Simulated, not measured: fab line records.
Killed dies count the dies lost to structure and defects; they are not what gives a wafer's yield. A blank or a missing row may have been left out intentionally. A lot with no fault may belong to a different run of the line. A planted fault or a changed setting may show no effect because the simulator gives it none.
8D (eight disciplines) problem report, filled in by code	flow sky130	the parts of the form that need people (team, actions taken, sign-off) are left out

== 1. PROBLEM STATEMENT ==
FIELD_ISO_CVD_24_THK at SKY_FIELD_ISO_THK_MEAS_25 reads a mean of 643 nm on 1 wafer of 1 lot; wafers without a fault read 599 nm with a standard deviation of 5.5. Measured from the usual mean, that is +8.0 standard deviations.
Seen first at day 4 07:29 on film_metro-03, wafer L256.3. The record has a number at this step for 29 wafers belonging to 10 lots. By rule, "out" or "out of limits" means more than 4 standard deviations away from the usual mean. The rest of the wafers with a number are treated as sound.

== 2. WHAT IT IS; WHAT IT IS NOT ==
question	is	is not
which readings at this step	FIELD_ISO_CVD_24_THK	-
which lots	L256	L247, L248, L249, L251, L260, L261, L263, L266, L268
which wafers of those lots	L256.3	L256.4
read on which gauges	film_metro-03	film_metro-02, film_metro-04
when	from day 4 07:29	up to then (13 sound wafers); but 15 sound wafers of L260, L261, L263, L266, L268 came after

== 3. WHAT RULES OUT EACH SUSPECT ==
Counting: a tool at a process step up to the reading stays a suspect if it ran every lot that is out. Sound lots after the first of them don't rule it out here, since some wafers of a struck lot are sound.
- the gauge at SKY_FIELD_ISO_THK_MEAS_25: kept. All the wafers that are out were read on film_metro-03, and no step on other tools shows them out.
- hdpcvd-02 at SKY_FIELD_ISO_CVD_24 (deposits SiO2, target thk 595 nm, time 99.2 s): kept. It ran the lot that is out, L256 (day 4 07:24); its last sound lot up to then is L251 (day 3 05:58).
- Within hdpcvd-02 at SKY_FIELD_ISO_CVD_24: the wafers that are out ran in chamber 1; their sound lot-mates ran in chamber 0.
What counting leaves: hdpcvd-02 at SKY_FIELD_ISO_CVD_24 and film_metro-03 at SKY_FIELD_ISO_THK_MEAS_25.

== 4. THE CAUSE (what the simulator had put in) ==
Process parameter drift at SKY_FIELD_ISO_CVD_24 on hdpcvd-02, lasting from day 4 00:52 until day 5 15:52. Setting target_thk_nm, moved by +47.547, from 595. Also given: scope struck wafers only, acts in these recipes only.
This tool is one of the 2 suspects left after counting.

== 5. SEQUENCE OF EFFECTS, ordered by route ==
Rows list readings where the struck wafers' mean (over those with a number) sits beyond 3 standard deviations from the usual. Only readings for which the record gives a usual standard deviation are gone through. hours: the time from each lot's start at the first step in this table that gives one to its start at this step, as a median over the lots. sigmas: the change in usual standard deviations.
hours	step	reading	usual	on struck wafers	change	sigmas
0	SKY_FIELD_ISO_THK_MEAS_25	FIELD_ISO_CVD_24_THK	599 nm	643	+44	+8.0
Later steps that measure or inspect, where all struck wafers having a row at the step show a number for every such reading and not one has moved that far: SKY_LDD_HVN_OVL_MEAS_07, SKY_SD_N_RS_MEAS_18.

== 6. WHAT WOULD HAVE CAUGHT IT SOONER ==
7 hours passed between the start of the fault at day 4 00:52 and the first reading out of limits at a measuring or inspecting step in this record, taken at day 4 07:29.
No tool reading at SKY_FIELD_ISO_CVD_24 that has a usual standard deviation in the record was out on any struck wafer, so an alarm limit of 4 standard deviations on those readings would not have fired.
Each of the lots that are out, 1 in all, had begun SKY_FIELD_ISO_CVD_24 on hdpcvd-02 no later than day 4 07:29. A hold on the tool at that time would have spared none of them.
